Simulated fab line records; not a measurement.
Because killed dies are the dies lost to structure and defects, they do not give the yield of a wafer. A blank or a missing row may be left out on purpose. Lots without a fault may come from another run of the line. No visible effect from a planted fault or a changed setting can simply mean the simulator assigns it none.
Which tool is to blame? / flow gf180mcu / 45 wafers from 15 lots sampled at 5 of the route's 602 steps

## WHAT THE GAUGES READ, wafer by wafer
GF_V3_THK_MEAS_25: measures by xrf.
lot=L228; measured=day 22 16:23; on=film-metro-03; V3_W_THK (nm)=353 352 350
lot=L229; measured=day 22 19:06; on=film-metro-03; V3_W_THK (nm)=353 352 348
lot=L231; measured=day 23 22:20; on=film-metro-03; V3_W_THK (nm)=348 357 356
lot=L232; measured=day 24 02:59; on=film-metro-02; V3_W_THK (nm)=369 362 369
lot=L234; measured=day 24 18:52; on=film-metro-04; V3_W_THK (nm)=351 354 356
lot=L237; measured=day 25 16:56; on=film-metro-03; V3_W_THK (nm)=352 345 349
lot=L238; measured=day 26 03:59; on=film-metro-03; V3_W_THK (nm)=349 354 359
lot=L240; measured=day 26 12:01; on=film-metro-03; V3_W_THK (nm)=356 349 351
lot=L241; measured=day 26 22:39; on=film-metro-03; V3_W_THK (nm)=357 357 356
lot=L242; measured=day 27 06:04; on=film-metro-03; V3_W_THK (nm)=352 357 354
lot=L244; measured=day 27 18:23; on=film-metro-02; V3_W_THK (nm)=361 356 365
lot=L245; measured=day 27 19:57; on=film-metro-03; V3_W_THK (nm)=356 353 355
lot=L246; measured=day 28 11:03; on=film-metro-04; V3_W_THK (nm)=344 347 346
lot=L247; measured=day 28 20:07; on=film-metro-03; V3_W_THK (nm)=349 355 349
lot=L248; measured=day 28 22:22; on=film-metro-02; V3_W_THK (nm)=363 367 370

GF_M4_RS_MEAS_05: measures by four-point-probe.
lot=L228; measured=day 22 17:04; on=film-metro-04; M4_ALCU_RS (ohm/sq)=0.0696 0.0706 0.0698
lot=L229; measured=day 22 19:43; on=film-metro-03; M4_ALCU_RS (ohm/sq)=0.0686 0.0690 0.0701
lot=L231; measured=day 23 22:56; on=film-metro-04; M4_ALCU_RS (ohm/sq)=0.0696 0.0701 0.0702
lot=L232; measured=day 24 03:34; on=film-metro-03; M4_ALCU_RS (ohm/sq)=0.0706 0.0703 0.0701
lot=L234; measured=day 24 19:28; on=film-metro-01; M4_ALCU_RS (ohm/sq)=0.0700 0.0693 0.0707
lot=L237; measured=day 25 17:31; on=film-metro-04; M4_ALCU_RS (ohm/sq)=0.0682 0.0680 0.0694
lot=L238; measured=day 26 04:34; on=film-metro-03; M4_ALCU_RS (ohm/sq)=0.0689 0.0678 0.0688
lot=L240; measured=day 26 12:36; on=film-metro-01; M4_ALCU_RS (ohm/sq)=0.0715 0.0701 0.0717
lot=L241; measured=day 26 23:14; on=film-metro-04; M4_ALCU_RS (ohm/sq)=0.0703 0.0693 0.0689
lot=L242; measured=day 27 06:39; on=film-metro-03; M4_ALCU_RS (ohm/sq)=0.0700 0.0696 0.0704
lot=L244; measured=day 27 18:58; on=film-metro-03; M4_ALCU_RS (ohm/sq)=0.0706 0.0694 0.0704
lot=L245; measured=day 27 20:32; on=film-metro-01; M4_ALCU_RS (ohm/sq)=0.0692 0.0694 0.0693
lot=L246; measured=day 28 11:38; on=film-metro-04; M4_ALCU_RS (ohm/sq)=0.0710 0.0698 0.0697
lot=L247; measured=day 28 20:41; on=film-metro-03; M4_ALCU_RS (ohm/sq)=0.0698 0.0701 0.0696
lot=L248; measured=day 28 22:57; on=film-metro-03; M4_ALCU_RS (ohm/sq)=0.0685 0.0695 0.0700

GF_M4_THK_MEAS_06: measures by xrf.
lot=L228; measured=day 22 17:11; on=film-metro-04; M4_ALCU_THK (nm)=446 441 444
lot=L229; measured=day 22 19:50; on=film-metro-03; M4_ALCU_THK (nm)=451 449 442
lot=L231; measured=day 23 23:04; on=film-metro-04; M4_ALCU_THK (nm)=445 442 443
lot=L232; measured=day 24 03:41; on=film-metro-03; M4_ALCU_THK (nm)=437 437 440
lot=L234; measured=day 24 19:34; on=film-metro-01; M4_ALCU_THK (nm)=440 446 437
lot=L237; measured=day 25 17:38; on=film-metro-04; M4_ALCU_THK (nm)=458 458 450
lot=L238; measured=day 26 04:41; on=film-metro-03; M4_ALCU_THK (nm)=449 453 450
lot=L240; measured=day 26 12:43; on=film-metro-01; M4_ALCU_THK (nm)=431 441 432
lot=L241; measured=day 26 23:21; on=film-metro-04; M4_ALCU_THK (nm)=444 450 453
lot=L242; measured=day 27 06:46; on=film-metro-03; M4_ALCU_THK (nm)=438 443 436
lot=L244; measured=day 27 19:05; on=film-metro-03; M4_ALCU_THK (nm)=437 443 438
lot=L245; measured=day 27 20:39; on=film-metro-01; M4_ALCU_THK (nm)=445 441 443
lot=L246; measured=day 28 11:45; on=film-metro-04; M4_ALCU_THK (nm)=438 446 449
lot=L247; measured=day 28 20:49; on=film-metro-03; M4_ALCU_THK (nm)=441 439 443
lot=L248; measured=day 28 23:04; on=film-metro-03; M4_ALCU_THK (nm)=450 440 439

GF_V4_THK_MEAS_01.
lot=L228; measured=day 23 16:44; on=film-metro-04; V4_CVD_00_THK (nm)=599 609 602
lot=L229; measured=day 23 19:19; on=film-metro-04; V4_CVD_00_THK (nm)=609 610 609
lot=L231; measured=day 24 21:48; on=film-metro-01; V4_CVD_00_THK (nm)=610 607 607
lot=L232; measured=day 25 02:01; on=film-metro-04; V4_CVD_00_THK (nm)=596 594 600
lot=L234; measured=day 25 18:00; on=film-metro-02; V4_CVD_00_THK (nm)=1183 1194 1187 1182 1194 1187
lot=L237; measured=day 26 15:07; on=film-metro-01; V4_CVD_00_THK (nm)=1222 1195 1211 1222 1195 1210
lot=L238; measured=day 27 02:04; on=film-metro-04; V4_CVD_00_THK (nm)=1210 1220 1196 1211 1221 1196
lot=L240; measured=day 27 09:56; on=film-metro-01; V4_CVD_00_THK (nm)=612 592 605
lot=L241; measured=day 27 20:25; on=film-metro-04; V4_CVD_00_THK (nm)=601 585 598
lot=L242; measured=day 28 03:10; on=film-metro-04; V4_CVD_00_THK (nm)=602 611 602
lot=L244; measured=day 28 15:25; on=film-metro-04; V4_CVD_00_THK (nm)=603 597 603
lot=L245; measured=day 28 17:03; on=film-metro-04; V4_CVD_00_THK (nm)=602 592 604
lot=L246; measured=day 29 08:00; on=film-metro-01; V4_CVD_00_THK (nm)=597 593 594
lot=L247; measured=day 29 16:46; on=film-metro-02; V4_CVD_00_THK (nm)=599 603 596
lot=L248; measured=day 29 18:29; on=film-metro-01; V4_CVD_00_THK (nm)=601 614 609

## WHAT TOOL EACH LOT RAN ON (gives the tool, then ch and the chambers of the sampled wafers, and finally the start)
lot=L228; GF_V4_CVD_00=hdpcvd-01 ch 0,1,2, day 23 16:38
lot=L229; GF_V4_CVD_00=hdpcvd-01 ch 0,2, day 23 19:14
lot=L231; GF_V4_CVD_00=hdpcvd-02 ch 0,2, day 24 21:44
lot=L232; GF_V4_CVD_00=hdpcvd-01 ch 0,1,2, day 25 01:56
lot=L234; GF_V4_CVD_00=hdpcvd-01 ch 0,1, day 25 17:39
lot=L237; GF_V4_CVD_00=hdpcvd-02 ch 0,1,2, day 26 14:38
lot=L238; GF_V4_CVD_00=hdpcvd-02 ch 0,1, day 27 01:45
lot=L240; GF_V4_CVD_00=hdpcvd-01 ch 0,2, day 27 09:51
lot=L241; GF_V4_CVD_00=hdpcvd-01 ch 1,2, day 27 20:20
lot=L242; GF_V4_CVD_00=hdpcvd-02 ch 0,1,2, day 28 03:06
lot=L244; GF_V4_CVD_00=hdpcvd-02 ch 0,1, day 28 15:20
lot=L245; GF_V4_CVD_00=hdpcvd-01 ch 0,1, day 28 16:56
lot=L246; GF_V4_CVD_00=hdpcvd-01 ch 0,2, day 29 07:56
lot=L247; GF_V4_CVD_00=hdpcvd-02 ch 0,2, day 29 16:41
lot=L248; GF_V4_CVD_00=hdpcvd-02 ch 0,1,2, day 29 18:25
- GF_V4_CVD_00: deposits SiO2, target thk 600 nm, time 100 s.

## AS READ BY THE TOOLS THEMSELVES (means over the sampled wafers that have a number; for cases with no such wafer, the mark the record gives instead)
The record holds no such reading with a usual standard deviation.

## THE ANSWER, worked out from the rows above alone
Rule: the usual values come from the lots themselves. Put in order of their means at a reading, lots are off if they are a third of the lots or fewer, leave a main group of 4 or more, and stand apart from it by a gap of 3 or more times the standard deviation of the main group's means; of several such gaps the widest counts. Not used: any main group whose means are identical at the precision the tables above print for the reading. Also off: a lot with no number at a reading for which 4 or more lots have one. Where the step has rows for the other lots, those lots are counted as sound. Order of review: gauges by route order, followed by the tools' own readings, for which a lot's mean as printed above is used. The first step at which some lot is off is used, and at that step the reading that is off furthest; a lot without a number counts as furthest.
Off: L234, L237, L238, seen at GF_V4_THK_MEAS_01 (V4_CVD_00_THK). The main group: mean 602 nm, standard deviation 4.9.
A tool fits if, at a process step before that reading, it ran every lot that is off, and no sound lot after the first of them. Those tools and the gauges at GF_V4_THK_MEAS_01 are tried in the same way. None of those tried fits.

## WHAT THE SIMULATOR HAD PUT IN
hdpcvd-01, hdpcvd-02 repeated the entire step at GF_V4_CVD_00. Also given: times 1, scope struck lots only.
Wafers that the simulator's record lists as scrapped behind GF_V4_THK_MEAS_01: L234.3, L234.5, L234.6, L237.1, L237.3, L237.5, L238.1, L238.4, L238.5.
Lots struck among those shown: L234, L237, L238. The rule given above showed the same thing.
